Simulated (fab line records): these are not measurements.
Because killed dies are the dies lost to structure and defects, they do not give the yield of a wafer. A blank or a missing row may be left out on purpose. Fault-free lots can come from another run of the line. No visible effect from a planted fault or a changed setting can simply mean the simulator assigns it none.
What tool caused it? || flow sky130 || Sampling: 14 lots, 42 wafers, 3 of 708 route steps

## WHAT EACH GAUGE READ, for each wafer
SKY_CAP2M_RS_MEAS_03: the measuring method here is four-point-probe.
{"lot": "L954", "measured": "day 39 12:05", "on": "film metro-02", "CAP2M_TIN_RS (ohm/sq)": "6.94 6.96 6.92"}
{"lot": "L955", "measured": "day 40 00:35", "on": "film metro-01", "CAP2M_TIN_RS (ohm/sq)": "6.89 6.90 6.81"}
{"lot": "L956", "measured": "day 40 07:48", "on": "film metro-03", "CAP2M_TIN_RS (ohm/sq)": "6.87 6.94 6.84"}
{"lot": "L957", "measured": "day 40 13:19", "on": "film metro-02", "CAP2M_TIN_RS (ohm/sq)": "6.81 6.87 6.83"}
{"lot": "L958", "measured": "day 41 03:32", "on": "film metro-01", "CAP2M_TIN_RS (ohm/sq)": "6.87 6.93 6.93"}
{"lot": "L959", "measured": "day 41 07:29", "on": "film metro-01", "CAP2M_TIN_RS (ohm/sq)": "6.92 6.90 6.93"}
{"lot": "L960", "measured": "day 41 09:44", "on": "film metro-01", "CAP2M_TIN_RS (ohm/sq)": "7.10 7.06 7.07"}
{"lot": "L963", "measured": "day 42 13:17", "on": "film metro-01", "CAP2M_TIN_RS (ohm/sq)": "6.85 6.92 6.91"}
{"lot": "L964", "measured": "day 42 16:10", "on": "film metro-01", "CAP2M_TIN_RS (ohm/sq)": "6.99 6.94 7.04"}
{"lot": "L972", "measured": "day 44 20:13", "on": "film metro-03", "CAP2M_TIN_RS (ohm/sq)": "6.86 6.86 6.88"}
{"lot": "L973", "measured": "day 44 23:34", "on": "film metro-01", "CAP2M_TIN_RS (ohm/sq)": "6.89 6.90 6.91"}
{"lot": "L975", "measured": "day 45 11:53", "on": "film metro-02", "CAP2M_TIN_RS (ohm/sq)": "6.93 6.86 6.91"}
{"lot": "L976", "measured": "day 45 18:54", "on": "film metro-03", "CAP2M_TIN_RS (ohm/sq)": "6.87 6.83 6.94"}
{"lot": "L977", "measured": "day 46 01:35", "on": "film metro-02", "CAP2M_TIN_RS (ohm/sq)": "6.97 7.02 6.96"}

## WHAT TOOL EACH LOT RAN ON (gives the tool, then ch and the chambers of the sampled wafers, and finally the start)
{"lot": "L954", "SKY_METAL4_SPUTTER_01": "pvd sputter-04, day 39 11:46", "SKY_METAL4_SPUTTER_02": "pvd sputter-04, day 39 11:47"}
{"lot": "L955", "SKY_METAL4_SPUTTER_01": "pvd sputter-02, day 40 00:13", "SKY_METAL4_SPUTTER_02": "pvd sputter-02, day 40 00:14"}
{"lot": "L956", "SKY_METAL4_SPUTTER_01": "pvd sputter-04, day 40 07:29", "SKY_METAL4_SPUTTER_02": "pvd sputter-04, day 40 07:30"}
{"lot": "L957", "SKY_METAL4_SPUTTER_01": "pvd sputter-02, day 40 13:00", "SKY_METAL4_SPUTTER_02": "pvd sputter-02, day 40 13:01"}
{"lot": "L958", "SKY_METAL4_SPUTTER_01": "pvd sputter-02, day 41 03:09", "SKY_METAL4_SPUTTER_02": "pvd sputter-02, day 41 03:11"}
{"lot": "L959", "SKY_METAL4_SPUTTER_01": "pvd sputter-04, day 41 07:09", "SKY_METAL4_SPUTTER_02": "pvd sputter-04, day 41 07:11"}
{"lot": "L960", "SKY_METAL4_SPUTTER_01": "pvd sputter-03, day 41 09:24", "SKY_METAL4_SPUTTER_02": "pvd sputter-03, day 41 09:26"}
{"lot": "L963", "SKY_METAL4_SPUTTER_01": "pvd sputter-04, day 42 12:58", "SKY_METAL4_SPUTTER_02": "pvd sputter-04, day 42 12:59"}
{"lot": "L964", "SKY_METAL4_SPUTTER_01": "pvd sputter-02, day 42 15:50", "SKY_METAL4_SPUTTER_02": "pvd sputter-02, day 42 15:51"}
{"lot": "L972", "SKY_METAL4_SPUTTER_01": "pvd sputter-02, day 44 19:54", "SKY_METAL4_SPUTTER_02": "pvd sputter-02, day 44 19:55"}
{"lot": "L973", "SKY_METAL4_SPUTTER_01": "pvd sputter-03, day 44 23:15", "SKY_METAL4_SPUTTER_02": "pvd sputter-03, day 44 23:17"}
{"lot": "L975", "SKY_METAL4_SPUTTER_01": "pvd sputter-04, day 45 11:32", "SKY_METAL4_SPUTTER_02": "pvd sputter-04, day 45 11:34"}
{"lot": "L976", "SKY_METAL4_SPUTTER_01": "pvd sputter-02, day 45 18:32", "SKY_METAL4_SPUTTER_02": "pvd sputter-02, day 45 18:34"}
{"lot": "L977", "SKY_METAL4_SPUTTER_01": "pvd sputter-02, day 46 01:13", "SKY_METAL4_SPUTTER_02": "pvd sputter-02, day 46 01:15"}
- SKY_METAL4_SPUTTER_01: material TiN, target thk 20 nm, time 16.7 s.
- SKY_METAL4_SPUTTER_02: material AlCu, target thk 735 nm, time 39.1 s.

## WHAT THE TOOLS THEMSELVES READ (means of the sampled wafers that have a number; where no wafer has one, the mark that the record gives instead)
SKY_METAL4_SPUTTER_01.
{"lot": "L954", "tool": "pvd sputter-04", "throttle valve pct (%)": 31.0}
{"lot": "L955", "tool": "pvd sputter-02", "throttle valve pct (%)": 31.2}
{"lot": "L956", "tool": "pvd sputter-04", "throttle valve pct (%)": 30.3}
{"lot": "L957", "tool": "pvd sputter-02", "throttle valve pct (%)": 30.3}
{"lot": "L958", "tool": "pvd sputter-02", "throttle valve pct (%)": 30.3}
{"lot": "L959", "tool": "pvd sputter-04", "throttle valve pct (%)": 30.6}
{"lot": "L960", "tool": "pvd sputter-03", "throttle valve pct (%)": 29.2}
{"lot": "L963", "tool": "pvd sputter-04", "throttle valve pct (%)": 31.6}
{"lot": "L964", "tool": "pvd sputter-02", "throttle valve pct (%)": 30.4}
{"lot": "L972", "tool": "pvd sputter-02", "throttle valve pct (%)": 31.2}
{"lot": "L973", "tool": "pvd sputter-03", "throttle valve pct (%)": 29.5}
{"lot": "L975", "tool": "pvd sputter-04", "throttle valve pct (%)": 31.0}
{"lot": "L976", "tool": "pvd sputter-02", "throttle valve pct (%)": 30.3}
{"lot": "L977", "tool": "pvd sputter-02", "throttle valve pct (%)": 30.3}

SKY_METAL4_SPUTTER_02.
{"lot": "L954", "tool": "pvd sputter-04", "throttle valve pct (%)": 31.1}
{"lot": "L955", "tool": "pvd sputter-02", "throttle valve pct (%)": 31.2}
{"lot": "L956", "tool": "pvd sputter-04", "throttle valve pct (%)": 30.5}
{"lot": "L957", "tool": "pvd sputter-02", "throttle valve pct (%)": 30.3}
{"lot": "L958", "tool": "pvd sputter-02", "throttle valve pct (%)": 30.4}
{"lot": "L959", "tool": "pvd sputter-04", "throttle valve pct (%)": 30.8}
{"lot": "L960", "tool": "pvd sputter-03", "throttle valve pct (%)": 29.3}
{"lot": "L963", "tool": "pvd sputter-04", "throttle valve pct (%)": 31.7}
{"lot": "L964", "tool": "pvd sputter-02", "throttle valve pct (%)": 30.3}
{"lot": "L972", "tool": "pvd sputter-02", "throttle valve pct (%)": 31.1}
{"lot": "L973", "tool": "pvd sputter-03", "throttle valve pct (%)": 29.3}
{"lot": "L975", "tool": "pvd sputter-04", "throttle valve pct (%)": 31.0}
{"lot": "L976", "tool": "pvd sputter-02", "throttle valve pct (%)": 30.3}
{"lot": "L977", "tool": "pvd sputter-02", "throttle valve pct (%)": 30.4}

## THE ANSWER, worked out from the rows above alone
Rule: usual is defined by the lots themselves. The widest of any qualifying gaps counts: lots, ordered by their means at a reading, are off when they make up no more than a third of the lots, leave a main group of 4 or more, and stand apart from it by 3 or more times the standard deviation of that group's means. A main group is skipped when, at the precision printed for the reading in the tables above, its means are all equal. A lot without any number at a reading at which 4 lots or more have one is off too. The other lots that the step has rows for count as sound. First the gauges in route order, then the tools' own readings, where a lot's mean is used as printed above. At the first step where some lot is off, the reading lying furthest off is the one used; lots without a number count as furthest.
No lot is off on any of the readings shown, so nothing can be concluded from this.

## WHAT WAS PUT IN BY THE SIMULATOR
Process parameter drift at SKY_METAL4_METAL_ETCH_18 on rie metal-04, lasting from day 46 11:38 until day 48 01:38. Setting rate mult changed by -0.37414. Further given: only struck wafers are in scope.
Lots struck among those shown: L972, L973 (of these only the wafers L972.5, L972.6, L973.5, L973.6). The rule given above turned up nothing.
